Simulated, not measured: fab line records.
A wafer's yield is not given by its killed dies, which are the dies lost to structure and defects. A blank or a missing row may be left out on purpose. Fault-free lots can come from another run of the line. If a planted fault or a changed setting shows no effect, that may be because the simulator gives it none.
What tool caused it?    flow gf180mcu    Sampling: 6 lots, 18 wafers, 4 of 602 route steps

WHAT THE GAUGES SHOWED, per wafer
GF_V3_CD_MEAS_14: target cd 260 nm.
lot   measured      on        cdNm (nm)
L894  day 22 21:11  cdSem-01  257.0 257.7 258.2
L896  day 23 14:50  cdSem-01  260.9 260.3 261.2
L901  day 25 06:32  cdSem-01  277.7 258.2 258.9
L906  day 27 05:43  cdSem-02  262.4 262.4 261.3
L913  day 29 02:17  cdSem-01  259.6 259.1 260.9
L915  day 29 22:49  cdSem-01  258.9 259.7 258.2

TOOL THAT RAN EACH LOT (tool first, then ch and the chambers of the sampled wafers, then the start)
lot   GF_M3_STRIP_17                       GF_V3_CVD_02                     GF_V3_EXPOSE_11
L894  plasmaAsher-02 ch 0,1, day 21 20:21  pecvd-04 ch 1,2, day 21 21:03    krfScanner-01 ch 0, day 22 09:40
L896  plasmaAsher-03 ch 0,1, day 22 15:03  pecvd-04 ch 0,2, day 22 15:43    krfScanner-02 ch 0, day 23 03:54
L901  plasmaAsher-03 ch 0,1, day 24 07:54  pecvd-04 ch 0,1,2, day 24 08:34  krfScanner-02 ch 0, day 24 20:04
L906  plasmaAsher-02 ch 0,1, day 26 07:50  pecvd-02 ch 0,1, day 26 08:28    krfScanner-01 ch 0, day 26 19:30
L913  plasmaAsher-02 ch 0,1, day 28 05:49  pecvd-03 ch 0,2, day 28 06:28    krfScanner-02 ch 0, day 28 16:43
L915  plasmaAsher-04 ch 0,1, day 29 02:53  pecvd-02 ch 0, day 29 03:34      krfScanner-02 ch 0, day 29 13:26
- GF_M3_STRIP_17: strips in O2/N2.
- GF_V3_CVD_02: deposits SiO2 from TEOS, target thk 850 nm, time 94.851 s.
- GF_V3_EXPOSE_11: exposes mask Via3, target cd 260 nm.

THE ANSWER, worked out from the rows above alone
Rule: usual is defined by the lots themselves. The widest of any qualifying gaps counts: lots, ordered by their means at a reading, are off when they make up no more than a third of the lots, leave a main group of 4 or more, and stand apart from it by 3 or more times the standard deviation of that group's means. The tables above print the reading to a certain number of digits; a main group whose means all agree to those digits is not used. Also off: a lot with no number at a reading for which 4 or more lots have one. All remaining lots with rows at the step are treated as sound.
None of the lots is off at any reading shown; this tells nothing.

WHAT THE SIMULATOR HAD INSERTED
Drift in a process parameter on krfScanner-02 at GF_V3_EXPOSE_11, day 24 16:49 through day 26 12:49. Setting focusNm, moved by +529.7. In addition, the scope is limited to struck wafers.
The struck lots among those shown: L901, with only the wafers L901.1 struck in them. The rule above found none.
